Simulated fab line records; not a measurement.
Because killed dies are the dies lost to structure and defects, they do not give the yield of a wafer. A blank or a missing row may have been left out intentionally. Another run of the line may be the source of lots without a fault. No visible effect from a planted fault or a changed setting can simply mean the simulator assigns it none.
fab line records	flow sky130
[record] lots = 15	wafers = 45	last_day = 50
route steps=708 shown METAL4@631 VIA4@641
lots that met no fault: from a run of the same line without faults
start_h: hours from the record's first day to the start of the lot's first wafer shown	wait_h: how many hours have passed since the lot's step before this one	" unchanged from the row above	L1.1+2: several wafers, shown together as one row	- no value, or no start was given	* or withheld: withheld	< > ~ a bound
route shown NAME@n: a module of which the file shows steps, and the number in the route of the first	usual: mean and standard deviation over wafers with no fault	same: alike in all rows	chamber/n: place in a boat	sites: the reading at each site	_std_site: standard deviation of those values	_edge_site: outer sites' mean less inner sites'	radius_mm: how far each site lies from the wafer's centre	mask NAME#n: copy n	behind: the most recent tool/chamber to have shaped the wafer	hold: cause of the lot's hold/its duration in hours/its outcome	device: names the non-switching transistor (n, p or np)	end of line: the route-end tests of the same wafers	where a step has no rows: the recipe by itself	killed: not the wafer's yield, but the dies lost to structure and defects at the first sort	map: shows each die of a wafer: x if killed, . if not, _ if none is there
set.NAME: setting as actually run; set.NAME@STEP: the setting as run at that earlier step	model.NAME: the simulator's own value behind a step, which no gauge read
route steps across a sampled set of lots; one table per step, one row per wafer
services: from which hour (start_h, from the record's first day; less than 0 if before it) a tool's chamber was out of use, for how many hours, and why
[[steps]]
[step SKY_METAL4_DESCUM_15]
[recipe] chemistry = O2	source_power_w = 150	bias_power_w = 0	pressure_mtorr = 10	temp_c = 40	time_s = 8
[usual] drypump_motor_current_A = 5.8/0.38	oes_product_au = 1.005/0.012
lot.wafer	tool	chamber	start_h	wait_h	drypump_motor_current_A	oes_product_au	rf_hours_counter_h
L851.1	rie_metal-04	1	967.78	0.0	6.0	1.006	13
L851.4	"	1	"	"	6.0	1.015	-
L851.6	"	0	"	"	6.2	1.023	-
L853.1	rie_metal-03	1	992.23	0.0	5.5	1.010	16
L853.2	"	0	"	"	5.5	1.007	9
L853.4	"	0	"	"	5.5	1.004	-
L855.4	rie_metal-03	0	1002.29	0.0	5.5	0.999	-
L855.5	"	1	"	"	5.6	0.994	-
L855.6	"	0	"	"	5.5	1.003	-
L856.1	rie_metal-03	0	1016.09	0.0	5.5	1.007	10
L856.2	"	1	"	"	5.6	1.006	17
L856.6	"	1	"	"	5.6	0.996	-
L858.1	rie_metal-04	1	1030.89	0.0	5.9	1.013	16
L858.3	"	0	"	"	6.2	1.019	-
L858.5	"	0	"	"	6.2	1.017	-
L860.1	rie_metal-01	1	1055.29	0.0	5.0	0.974	13
L860.2	"	0	"	"	6.3	0.990	16
L860.4	"	0	"	"	6.3	0.991	-
L862.1	rie_metal-01	0	1059.88	0.0	6.3	0.995	16
L862.2	"	1	"	"	5.0	0.990	13
L862.3	"	0	"	"	6.3	0.987	-
L864.4	rie_metal-03	1	1065.65	0.0	5.6	0.996	-
L864.5	"	1	"	"	5.6	0.994	-
L864.6	"	0	"	"	5.5	1.007	-
L863.2	rie_metal-04	0	1068.58	0.0	6.2	1.027	14
L863.4	"	1	"	"	6.0	1.003	-
L863.6	"	0	"	"	6.2	1.023	-
L867.1	rie_metal-04	0	1087.39	0.0	6.2	1.013	15
L867.4	"	1	"	"	5.9	1.010	-
L867.6	"	1	"	"	6.0	0.998	-
L868.3	rie_metal-03	0	1094.51	0.0	5.5	1.005	-
L868.5	"	0	"	"	5.5	0.999	-
L868.6	"	1	"	"	5.6	0.997	-
L869.1	rie_metal-04	0	1098.08	0.0	6.2	1.010	16
L869.3	"	0	"	"	6.2	1.020	-
L869.6	"	1	"	"	5.9	1.006	-
L870.1	rie_metal-03	1	1099.09	0.0	5.6	1.007	23
L870.4	"	1	"	"	5.5	1.005	-
L870.5	"	0	"	"	5.5	1.012	-
L871.1	rie_metal-04	0	1105.24	0.0	6.2	1.027	17
L871.2	"	1	"	"	6.0	1.005	22
L871.3	"	1	"	"	5.9	1.004	-
L874.1	rie_metal-03	1	1128.14	0.0	5.6	0.992	25
L874.4	"	1	"	"	5.6	0.997	-
L874.6	"	1	"	"	5.6	0.996	-
[step SKY_VIA4_CMP_02]
[recipe] material = SiO2	down_force_psi = 4	platen_rpm = 60	pad_velocity_m_s = 0.94248
[usual] motor_current_A = 12.8/1.2
lot.wafer	tool	chamber	start_h	wait_h	motor_current_A
L851.4	cmp-02	2	969.03	0.1	12.5
L851.1	"	0	"	"	12.0
L851.6	"	1	"	"	10.9
L853.1	cmp-02	3	993.39	0.1	13.6
L853.2	"	1	"	"	11.4
L853.4	"	2	"	"	12.6
L855.4	cmp-01	1	1003.95	0.1	11.9
L855.6	"	3	"	"	12.9
L855.5	"	0	"	"	12.0
L856.1	cmp-02	3	1017.33	0.1	14.8
L856.2	"	1	"	"	11.8
L856.6	"	2	"	"	12.3
L858.1	cmp-02	1	1032.04	0.1	11.7
L858.3	"	0	"	"	12.6
L858.5	"	1	"	"	11.3
L860.4	cmp-01	2	1056.54	0.0	15.0
L860.1	"	3	"	"	13.1
L860.2	"	1	"	"	11.5
L862.1	cmp-02	0	1061.49	0.1	12.6
L862.3	"	1	"	"	11.3
L862.2	"	2	"	"	12.0
L864.4	cmp-02	1	1066.91	0.1	11.7
L864.6	"	0	"	"	13.0
L864.5	"	1	"	"	11.7
L863.4	cmp-02	2	1069.81	0.0	12.6
L863.2	"	0	"	"	12.3
L863.6	"	3	"	"	15.3
L867.4	cmp-01	0	1090.51	1.9	11.6
L867.1	"	1	"	"	11.2
L867.6	"	2	"	"	15.4
L868.3	cmp-01	2	1096.11	0.5	14.8
L868.6	"	3	"	"	13.5
L868.5	"	0	"	"	11.8
L869.1	cmp-01	1	1099.28	0.1	11.5
L869.3	"	0	"	"	12.0
L869.6	"	2	"	"	14.9
L870.1	cmp-02	0	1100.26	0.1	13.0
L870.4	"	2	"	"	11.9
L870.5	"	0	"	"	12.9
L871.2	cmp-02	3	1106.46	0.1	14.2
L871.1	"	0	"	"	12.2
L871.3	"	1	"	"	11.3
L874.4	cmp-01	2	1129.45	0.1	14.9
L874.1	"	0	"	"	11.8
L874.6	"	1	"	"	11.0
[step SKY_VIA4_ETCH_12]
[recipe] target = SiO2	chemistry = C4F8/O2/Ar	stop_on = TiN	mask_material = NOVOLAK	source_w = 1500	bias_w = 1200	pressure_mtorr = 40	c4f8_flow_sccm = withheld	O2_flow_sccm = 6	Ar_flow_sccm = 300	time_s = withheld	target_depth_a = 5800
[usual] bias_w = 1200/3.6	chamber_pressure_mTorr = 40.00/0.032	oes_product_au = 0.925/0.0046
lot.wafer	tool	chamber	start_h	wait_h	bias_w	chamber_pressure_mTorr	oes_product_au
L851.1	rie_diel-04	0	992.97	0.0	1200	40.00	0.929
L851.4	"	3	"	"	1201	39.98	0.927
L851.6	"	2	"	"	1192	40.02	0.929
L853.1	rie_diel-02	1	1017.17	0.0	1199	40.05	0.931
L853.2	"	2	"	"	1202	40.04	0.934
L853.4	"	3	"	"	1195	40.00	0.930
L855.4	rie_diel-02	2	1027.11	0.0	1202	39.96	0.929
L855.5	"	3	"	"	1196	40.02	0.918
L855.6	"	0	"	"	1198	39.99	0.916
L856.1	rie_diel-03	0	1039.97	0.0	1202	39.96	0.920
L856.2	"	3	"	"	1198	39.99	0.918
L856.6	"	1	"	"	1203	39.98	0.923
L858.1	rie_diel-04	2	1054.12	0.0	1203	40.00	0.929
L858.3	"	3	"	"	1201	39.95	0.923
L858.5	"	1	"	"	1208	40.02	0.924
L860.1	rie_diel-02	2	1077.17	0.0	1197	40.02	0.927
L860.2	"	3	"	"	1197	39.99	0.926
L860.4	"	1	"	"	1201	39.95	0.920
L862.1	rie_diel-02	1	1082.97	0.0	1204	40.03	0.925
L862.2	"	0	"	"	1202	39.98	0.927
L862.3	"	3	"	"	1201	40.03	0.929
L864.4	rie_diel-04	3	1087.82	0.0	1204	39.99	0.929
L864.5	"	2	"	"	1202	40.02	0.918
L864.6	"	3	"	"	1204	39.97	0.924
L863.2	rie_diel-03	0	1089.97	0.0	1202	40.00	0.928
L863.4	"	3	"	"	1203	40.02	0.926
L863.6	"	0	"	"	1202	40.01	0.922
L867.1	rie_diel-03	3	1110.67	0.0	-	-	-
L867.4	"	2	"	"	-	-	-
L867.6	"	1	"	"	-	-	-
L868.3	rie_diel-03	0	1116.02	0.0	-	-	-
L868.5	"	1	"	"	-	-	-
L868.6	"	0	"	"	-	-	-
L869.1	rie_diel-03	1	1119.02	0.0	-	-	-
L869.3	"	0	"	"	-	-	-
L869.6	"	1	"	"	-	-	-
L870.1	rie_diel-02	1	1119.66	0.0	1207	39.94	0.931
L870.4	"	2	"	"	1199	40.09	0.928
L870.5	"	1	"	"	1195	39.99	0.925
L871.1	rie_diel-02	0	1126.27	0.0	1203	40.02	0.931
L871.2	"	2	"	"	1200	40.05	0.920
L871.3	"	1	"	"	1192	40.00	0.925
L874.1	rie_diel-03	2	1148.07	0.0	1196	39.98	0.933
L874.4	"	0	"	"	1202	39.97	0.925
L874.6	"	2	"	"	1202	39.97	0.919
[step SKY_VIA4_STRIP_13]
[recipe] chemistry = O2/N2	power_w = 1400	pressure_mtorr = 1500	platen_temp_c = withheld	o2_flow_sccm = 3000	n2_flow_sccm = 300	overash_fraction = 0.5
[usual] drypump_motor_current_A = 5.8/0.37	oes_product_au = 0.710/0.0048	strip_time_to_endpoint_s = 12.809/0.029
lot.wafer	tool	chamber	start_h	wait_h	drypump_motor_current_A	oes_product_au	rf_hours_counter_h	strip_time_to_endpoint_s
L851.1	plasma_asher-02	0	993.04	-	6.3	0.705	84	12.834
L851.4	"	0	"	"	6.3	0.710	-	12.768
L851.6	"	1	"	"	5.9	0.709	-	12.799
L853.1	plasma_asher-02	1	1017.24	-	5.8	0.708	86	12.830
L853.2	"	0	"	"	6.3	0.712	86	12.806
L853.4	"	1	"	"	5.9	0.714	-	12.855
L855.4	plasma_asher-03	1	1027.18	-	5.3	0.716	-	12.830
L855.5	"	0	"	"	5.8	0.708	-	12.833
L855.6	"	1	"	"	5.3	0.709	-	12.824
L856.1	plasma_asher-01	1	1040.04	-	5.4	0.716	58	12.769
L856.2	"	0	"	"	5.2	0.713	58	12.824
L856.6	"	1	"	"	5.5	0.717	-	12.785
L858.1	plasma_asher-03	1	1054.19	-	5.3	0.715	29	12.782
L858.3	"	1	"	"	5.3	0.710	-	12.863
L858.5	"	0	"	"	5.8	0.713	-	12.764
L860.1	plasma_asher-02	1	1077.24	-	5.9	0.708	93	12.821
L860.2	"	0	"	"	6.3	0.718	93	12.863
L860.4	"	0	"	"	6.3	0.700	-	12.859
L862.1	plasma_asher-03	0	1083.04	-	5.8	0.705	31	12.757
L862.2	"	1	"	"	5.3	0.703	31	12.796
L862.3	"	0	"	"	5.9	0.705	-	12.832
L864.4	plasma_asher-02	1	1087.93	-	5.9	0.713	-	12.856
L864.5	"	1	"	"	5.9	0.713	-	12.810
L864.6	"	0	"	"	6.4	0.705	-	12.820
L863.2	plasma_asher-03	0	1090.04	-	5.8	0.719	32	12.801
L863.4	"	1	"	"	5.3	0.705	-	12.801
L863.6	"	1	"	"	5.3	0.700	-	12.794
L867.1	plasma_asher-03	0	1110.75	-	5.8	0.715	34	14.211
L867.4	"	1	"	"	5.3	0.718	-	14.176
L867.6	"	0	"	"	5.8	0.719	-	14.159
L868.3	plasma_asher-03	1	1116.12	-	5.3	0.717	-	14.208
L868.5	"	1	"	"	5.3	0.714	-	14.230
L868.6	"	0	"	"	5.8	0.713	-	14.210
L869.1	plasma_asher-03	1	1119.09	-	5.3	0.708	35	14.217
L869.3	"	1	"	"	5.3	0.714	-	14.204
L869.6	"	0	"	"	5.8	0.721	-	14.184
L870.1	plasma_asher-02	1	1119.73	-	5.8	0.711	97	12.803
L870.4	"	0	"	"	6.3	0.708	-	12.806
L870.5	"	1	"	"	5.9	0.711	-	12.816
L871.1	plasma_asher-03	1	1126.35	-	5.3	0.706	36	12.826
L871.2	"	0	"	"	5.8	0.712	36	12.809
L871.3	"	0	"	"	5.8	0.708	-	12.780
L874.1	plasma_asher-02	0	1148.15	-	6.3	0.706	99	12.788
L874.4	"	1	"	"	5.9	0.706	-	12.793
L874.6	"	1	"	"	5.9	0.708	-	12.827
[step SKY_VIA4_CMP_21]
[recipe] stop_on = SiO2	t_overpolish_s = 25	down_force_psi = 3.5	platen_rpm = 60	target_thk_nm = 0	pad_velocity_m_s = 0.94248
[usual] motor_current_A = 11.6/1.1
lot.wafer	tool	chamber	start_h	wait_h	motor_current_A
L851.1	cmp-01	1	994.03	0.1	10.4
L851.4	"	3	"	"	12.4
L851.6	"	2	"	"	13.7
L853.1	cmp-01	0	1018.40	0.2	10.9
L853.2	"	2	"	"	13.3
L853.4	"	3	"	"	12.2
L855.4	cmp-02	1	1028.17	0.1	10.6
L855.6	"	1	"	"	10.1
L855.5	"	2	"	"	11.6
L856.1	cmp-02	1	1041.02	0.1	10.7
L856.2	"	0	"	"	11.8
L856.6	"	1	"	"	10.3
L858.3	cmp-01	2	1055.18	0.0	13.6
L858.1	"	1	"	"	10.2
L858.5	"	3	"	"	12.6
L860.4	cmp-02	2	1078.32	0.0	11.0
L860.2	"	0	"	"	11.6
L860.1	"	1	"	"	10.3
L862.3	cmp-02	1	1088.37	4.4	10.1
L862.2	"	2	"	"	11.2
L862.1	"	3	"	"	13.0
L864.4	cmp-02	1	1090.87	1.8	10.6
L864.5	"	3	"	"	12.6
L864.6	"	0	"	"	11.5
L863.4	cmp-02	0	1091.72	0.6	11.7
L863.2	"	1	"	"	10.1
L863.6	"	3	"	"	12.9
L867.1	cmp-02	0	1111.89	0.1	10.9
L867.4	"	2	"	"	11.0
L867.6	"	0	"	"	11.8
L868.3	cmp-02	3	1117.08	0.0	12.5
L868.5	"	3	"	"	12.3
L868.6	"	0	"	"	11.8
L869.3	cmp-02	2	1120.27	0.0	11.3
L869.1	"	1	"	"	11.2
L869.6	"	2	"	"	10.4
L870.1	cmp-02	0	1121.00	0.1	11.8
L870.4	"	1	"	"	9.9
L870.5	"	2	"	"	11.2
L871.3	cmp-02	0	1127.36	0.0	11.3
L871.1	"	1	"	"	11.1
L871.2	"	3	"	"	13.3
L874.4	cmp-02	0	1149.18	0.1	11.6
L874.1	"	1	"	"	10.5
L874.6	"	0	"	"	12.0
[[services]]
tool	chamber	start_h	hours	kind
rie_diel-03	-	964.78	6.4	repair
rie_diel-02	0	1003.12	4.2	repair
rie_diel-02	1	1026.52	6.1	repair
plasma_asher-03	-	1028.78	4.5	repair
plasma_asher-03	-	1038.83	15.1	pm
rie_diel-03	-	1040.27	28.1	pm
rie_diel-04	0	1050.46	19.6	repair
cmp-01	-	1052.79	0.2	repair
rie_diel-04	-	1053.70	0.2	repair
plasma_asher-03	-	1067.37	1.9	repair
cmp-02	-	1067.79	0.4	repair
rie_diel-03	-	1071.06	0.5	repair
cmp-01	-	1076.20	12.4	pm
cmp-02	-	1084.07	4.0	pm
cmp-02	-	1085.39	1.3	repair
rie_diel-03	-	1093.69	0.2	repair
rie_diel-03	-	1094.72	0.2	repair
cmp-02	-	1095.07	1.1	repair
plasma_asher-02	-	1107.97	2.1	repair
plasma_asher-02	-	1113.89	4.0	repair
rie_diel-03	3	1116.98	10.2	repair
cmp-01	-	1117.55	1.3	repair
rie_diel-04	-	1118.59	1.2	repair
rie_metal-04	1	1128.21	4.3	repair
[[key]]
[first_sign] step = SKY_VIA4_ETCH_12	reading = tool_record	direction = missing
[effect] step = SKY_VIA4_STRIP_13	reading = strip_time_to_endpoint_s	direction = up	sigmas = 48	usual = *	struck = *
met_at SKY_VIA4_ETCH_12
struck_lots L867,L868,L869
later_rows_left_out L867.1,L867.4,L867.6,L868.3,L868.5,L868.6,L869.1,L869.3,L869.6
sort_left_out L867.1,L867.4,L867.6,L868.3,L868.5,L868.6,L869.1,L869.3,L869.6
not_acting_at SKY_METAL4_DESCUM_15,SKY_VIA4_CMP_02,SKY_VIA4_CMP_21
onset_between 1089.97 1110.67
[fault] kind = skipped_step_whole	tool = rie_diel-03	chamber = -	onset_h = 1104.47	steps = SKY_VIA4_ETCH_12	scope = struck_lots_only
// sort_left_out: the simulated sort isn't trusted on such a fault, so these wafers' sort isn't shown, and their yield isn't known
// later_rows_left_out: the simulator's readings of these wafers behind a module that went badly wrong aren't trusted and aren't shown, but for the sort
